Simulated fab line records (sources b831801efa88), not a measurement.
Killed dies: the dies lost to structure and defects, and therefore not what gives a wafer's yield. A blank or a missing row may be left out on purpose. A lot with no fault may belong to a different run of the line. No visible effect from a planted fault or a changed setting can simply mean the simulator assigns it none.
What tool caused it? | flow sky130 | 12 lots, 36 wafers sampled, at 4 steps of a route of 708

WHAT THE GAUGES READ, wafer by wafer
SKY_LDD_HVP_TW_MEAS_10. Usual: LDD_HVP_TW typically reads 455.3, with standard deviation 2.5.
lot  | measured     | on            | LDD_HVP_TW        | flag
L330 | day 21 07:14 | film-metro-02 | 452.2 452.6 451.6 |
L332 | day 21 19:14 | film-metro-04 | 456.7 455.0 457.7 |
L333 | day 22 07:58 | film-metro-04 | 458.8 458.5 457.4 |
L334 | day 22 15:37 | film-metro-02 | 454.9 457.0 457.2 |
L337 | day 23 18:35 | film-metro-04 | 457.7 458.4 458.6 |
L339 | day 24 17:58 | film-metro-02 | 450.7 452.4 450.2 |
L340 | day 25 06:41 | film-metro-01 | 455.1 456.4 454.7 |
L343 | day 25 23:43 | film-metro-01 | 454.7 455.9 452.8 |
L344 | day 26 08:55 | film-metro-04 | 456.8 459.6 457.6 |
L353 | day 29 23:58 | film-metro-01 | 454.0 455.5 454.0 |
L351 | day 30 02:19 | film-metro-01 | 455.7 452.6 454.4 |
L352 | day 30 09:06 | film-metro-04 | 459.1 456.0 457.7 |

SKY_LDD_LDN_TW_MEAS_13. Usual: LDD_LDN_TW typically reads 1477, with standard deviation 8.5.
lot  | measured     | on            | LDD_LDN_TW     | flag
L330 | day 22 13:58 | film-metro-01 | 1476 1474 1476 |
L332 | day 23 01:56 | film-metro-03 | 1470 1468 1459 |
L333 | day 23 14:46 | film-metro-04 | 1486 1483 1487 |
L334 | day 23 22:41 | film-metro-03 | 1465 1461 1486 |
L337 | day 25 01:04 | film-metro-03 | 1474 1470 1468 |
L339 | day 26 00:56 | film-metro-03 | 1468 1478 1477 |
L340 | day 26 12:25 | film-metro-03 | 1481 1479 1479 |
L343 | day 27 04:50 | film-metro-04 | 1366 1371 1361 | OFF
L344 | day 27 14:22 | film-metro-03 | 1363 1359 1357 | OFF
L353 | day 31 04:01 | film-metro-01 | 1480 1463 1473 |
L351 | day 31 06:31 | film-metro-01 | 1459 1467 1460 |
L352 | day 31 12:45 | film-metro-01 | 1469 1469 1470 |

SKY_SPACER_THK_MEAS_01. Usual: SPACER_CVD_00_THK typically reads 43.2 nm, with standard deviation 0.45.
lot  | measured     | on            | SPACER_CVD_00_THK (nm) | flag
L330 | day 22 15:16 | film-metro-03 | 42.8 42.3 43.0         |
L332 | day 23 03:14 | film-metro-01 | 43.0 43.0 43.1         |
L333 | day 23 16:05 | film-metro-01 | 42.9 43.0 43.1         |
L334 | day 24 00:56 | film-metro-02 | 43.1 43.4 43.3         |
L337 | day 25 03:02 | film-metro-01 | 42.6 42.5 42.8         |
L339 | day 26 02:15 | film-metro-01 | 43.8 43.8 43.8         |
L340 | day 26 14:13 | film-metro-03 | 44.2 43.6 43.8         |
L343 | day 27 06:09 | film-metro-01 | 43.2 43.6 43.1         |
L344 | day 27 15:41 | film-metro-02 | 43.2 43.3 43.0         |
L353 | day 31 06:33 | film-metro-02 | 42.9 42.9 42.6         |
L351 | day 31 07:50 | film-metro-03 | 43.8 44.0 43.6         |
L352 | day 31 14:34 | film-metro-03 | 42.9 43.2 42.9         |

EACH LOT AND THE TOOL THAT RAN IT (in order: tool; ch and the chambers of the sampled wafers; start)
lot  | SKY_LDD_LDN_IMPLANT_08
L330 | implanter-02 ch 0, day 22 13:17
L332 | implanter-03 ch 0, day 23 01:14
L333 | implanter-02 ch 0, day 23 14:04
L334 | implanter-03 ch 0, day 23 21:58
L337 | implanter-02 ch 0, day 25 00:22
L339 | implanter-01 ch 0, day 26 00:14
L340 | implanter-02 ch 0, day 26 11:43
L343 | implanter-02 ch 0, day 27 04:08
L344 | implanter-02 ch 0, day 27 13:40
L353 | implanter-02 ch 0, day 31 03:19
L351 | implanter-01 ch 0, day 31 05:49
L352 | implanter-03 ch 0, day 31 12:04
- SKY_LDD_LDN_IMPLANT_08

WHAT THE TOOLS THEMSELVES READ (means of the sampled wafers that have a number; where no wafer has one, the mark that the record gives instead)
SKY_LDD_LDN_IMPLANT_08. Usual: dose-ions-cm2 1.2504e+13, standard deviation 1.4e+10; faraday-current-uA 70.6, standard deviation 1.5.
lot  | tool         | dose-ions-cm2 | faraday-current-uA | flag
L330 | implanter-02 | 1.2495e+13    | 70.6               |
L332 | implanter-03 | 1.2506e+13    | 70.4               |
L333 | implanter-02 | 1.2507e+13    | 70.1               |
L334 | implanter-03 | 1.2516e+13    | 71.1               |
L337 | implanter-02 | 1.2513e+13    | 70.2               |
L339 | implanter-01 | 1.2497e+13    | 69.9               |
L340 | implanter-02 | 1.2503e+13    | 70.4               |
L343 | implanter-02 | 1.2683e+12    | 7.1                | OFF
L344 | implanter-02 | 1.2637e+12    | 7.1                | OFF
L353 | implanter-02 | 1.2485e+13    | 70.2               |
L351 | implanter-01 | 1.2520e+13    | 71.1               |
L352 | implanter-03 | 1.2505e+13    | 71.1               |

THE ANSWER, worked out from the rows above alone
Rule: a lot counts as off when the mean over its wafers that have a number is more than 3 standard deviations away from the usual mean. A lot without any number at a reading at which 4 lots or more have one is off too. Where the step has rows for the other lots, those lots are counted as sound. First the gauges in route order, then the tools' own readings, where a lot's mean is used as printed above. The first step at which some lot is off is used, and at that step the reading that is off furthest; a lot without a number counts as furthest.
Off: L343, L344, seen at SKY_LDD_LDN_TW_MEAS_13 (LDD_LDN_TW).
A tool fits if, at a process step before that reading, it ran every lot that is off, and no sound lot after the first of them. Not tried: the gauges at SKY_LDD_LDN_TW_MEAS_13; whatever is off there is also off at SKY_LDD_LDN_IMPLANT_08, on other tools, and gauge error can't account for it. Of those tried, none fits.

WHAT THE SIMULATOR HAD PUT IN
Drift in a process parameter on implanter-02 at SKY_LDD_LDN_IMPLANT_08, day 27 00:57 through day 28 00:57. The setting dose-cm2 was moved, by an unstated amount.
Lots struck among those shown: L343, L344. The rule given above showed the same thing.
